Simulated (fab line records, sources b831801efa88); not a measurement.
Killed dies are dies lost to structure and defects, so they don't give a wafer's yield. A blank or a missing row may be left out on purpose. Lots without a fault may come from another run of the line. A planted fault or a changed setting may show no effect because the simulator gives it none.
Which tool did it? | flow gf180mcu | 12 lots, 36 wafers sampled, at 3 steps of a route of 602

WHAT THE GAUGES READ, wafer by wafer
GF_TOP_METAL_CD_MEAS_14: target cd 440 nm.
lot  | measured     | on        | cd_nm (nm)
L996 | day 27 16:56 | cd_sem-02 | 442.9 443.7 444.8
L997 | day 27 22:17 | cd_sem-01 | 438.9 439.4 438.7
L102 | day 29 18:41 | cd_sem-02 | 445.7 444.7 445.0
L103 | day 29 22:41 | cd_sem-01 | 440.8 442.7 441.0
L104 | day 30 13:31 | cd_sem-02 | 437.9 438.5 439.1
L105 | day 30 23:56 | cd_sem-02 | 440.7 440.0 441.0
L106 | day 31 04:54 | cd_sem-01 | 437.2 436.7 437.4
L107 | day 31 17:19 | cd_sem-02 | 440.9 440.8 441.8
L109 | day 32 06:59 | cd_sem-02 | 441.8 440.4 439.4
L111 | day 33 00:29 | cd_sem-01 | 441.4 438.9 440.3
L115 | day 33 15:44 | cd_sem-01 | 442.9 440.8 442.0
L116 | day 33 19:38 | cd_sem-02 | 439.4 438.6 439.4

WHICH TOOL RAN EACH LOT (tool, then ch and the chambers of the sampled wafers, then the start)
lot  | GF_M2_STRIP_18                  | GF_TOP_METAL_SPUTTER_04
L996 | wet_bench-01 ch 3, day 18 18:50 | pvd_sputter-03, day 26 21:27
L997 | wet_bench-03 ch 1, day 19 00:02 | pvd_sputter-01, day 27 02:41
L102 | wet_bench-03 ch 3, day 21 06:21 | pvd_sputter-03, day 29 00:22
L103 | wet_bench-01 ch 3, day 21 12:18 | pvd_sputter-02, day 29 03:46
L104 | wet_bench-02 ch 0, day 22 06:14 | pvd_sputter-01, day 29 19:13
L105 | wet_bench-01 ch 2, day 22 21:05 | pvd_sputter-02, day 30 06:02
L106 | wet_bench-03 ch 0, day 23 01:42 | pvd_sputter-03, day 30 11:04
L107 | wet_bench-02 ch 2, day 23 20:28 | pvd_sputter-02, day 31 00:36
L109 | wet_bench-02 ch 0, day 24 11:59 | pvd_sputter-01, day 31 14:09
L111 | wet_bench-01 ch 0, day 25 10:30 | pvd_sputter-03, day 32 07:26
L115 | wet_bench-02 ch 2, day 26 07:17 | pvd_sputter-02, day 33 00:03
L116 | wet_bench-02 ch 3, day 26 12:47 | pvd_sputter-01, day 33 04:11
- GF_M2_STRIP_18: strips in post etch residue remover, time 1200 s.
- GF_TOP_METAL_SPUTTER_04: material TiN, target thk 25 nm, time 20.8 s.

WHAT THE TOOLS THEMSELVES READ (means of the sampled wafers that have a number; where no wafer has one, the mark that the record gives instead)
GF_M2_STRIP_18.
lot  | tool         | bath_guard_temp_C (C)
L996 | wet_bench-01 | 72.2
L997 | wet_bench-03 | 71.4
L102 | wet_bench-03 | 72.7
L103 | wet_bench-01 | 71.8
L104 | wet_bench-02 | 72.2
L105 | wet_bench-01 | 72.8
L106 | wet_bench-03 | 72.1
L107 | wet_bench-02 | 71.7
L109 | wet_bench-02 | 72.4
L111 | wet_bench-01 | 72.9
L115 | wet_bench-02 | 71.6
L116 | wet_bench-02 | 72.8

GF_TOP_METAL_SPUTTER_04.
lot  | tool           | cathode_dc_power_W (W) | throttle_valve_pct (%)
L996 | pvd_sputter-03 | 6500.7                 | 29.4
L997 | pvd_sputter-01 | 6499.4                 | 28.0
L102 | pvd_sputter-03 | 6501.0                 | 28.8
L103 | pvd_sputter-02 | 6499.6                 | 30.2
L104 | pvd_sputter-01 | 6499.6                 | 29.4
L105 | pvd_sputter-02 | 6499.9                 | 30.1
L106 | pvd_sputter-03 | 6499.6                 | 29.4
L107 | pvd_sputter-02 | 6500.4                 | 30.1
L109 | pvd_sputter-01 | 6500.7                 | 31.3
L111 | pvd_sputter-03 | 6500.7                 | 28.9
L115 | pvd_sputter-02 | 6500.1                 | 30.0
L116 | pvd_sputter-01 | 6500.7                 | 28.8

THE ANSWER, worked out from the rows above alone
Rule: what is usual is taken from the lots themselves. Put in order of their means at a reading, lots are off if they are a third of the lots or fewer, leave a main group of 4 or more, and stand apart from it by a gap of 3 or more times the standard deviation of the main group's means; of several such gaps the widest counts. A main group whose means are all the same, to the digits that the tables above print for the reading, isn't used. A lot without any number at a reading at which 4 lots or more have one is off too. The other lots that the step has rows for count as sound. The gauges are gone through in route order, then the tools' own readings, and for those a lot's mean is taken as printed above. The first step at which some lot is off is used, and at that step the reading that is off furthest; a lot without a number counts as furthest.
No lot is off at any reading shown: from this, nothing can be told.

WHAT THE SIMULATOR HAD PUT IN
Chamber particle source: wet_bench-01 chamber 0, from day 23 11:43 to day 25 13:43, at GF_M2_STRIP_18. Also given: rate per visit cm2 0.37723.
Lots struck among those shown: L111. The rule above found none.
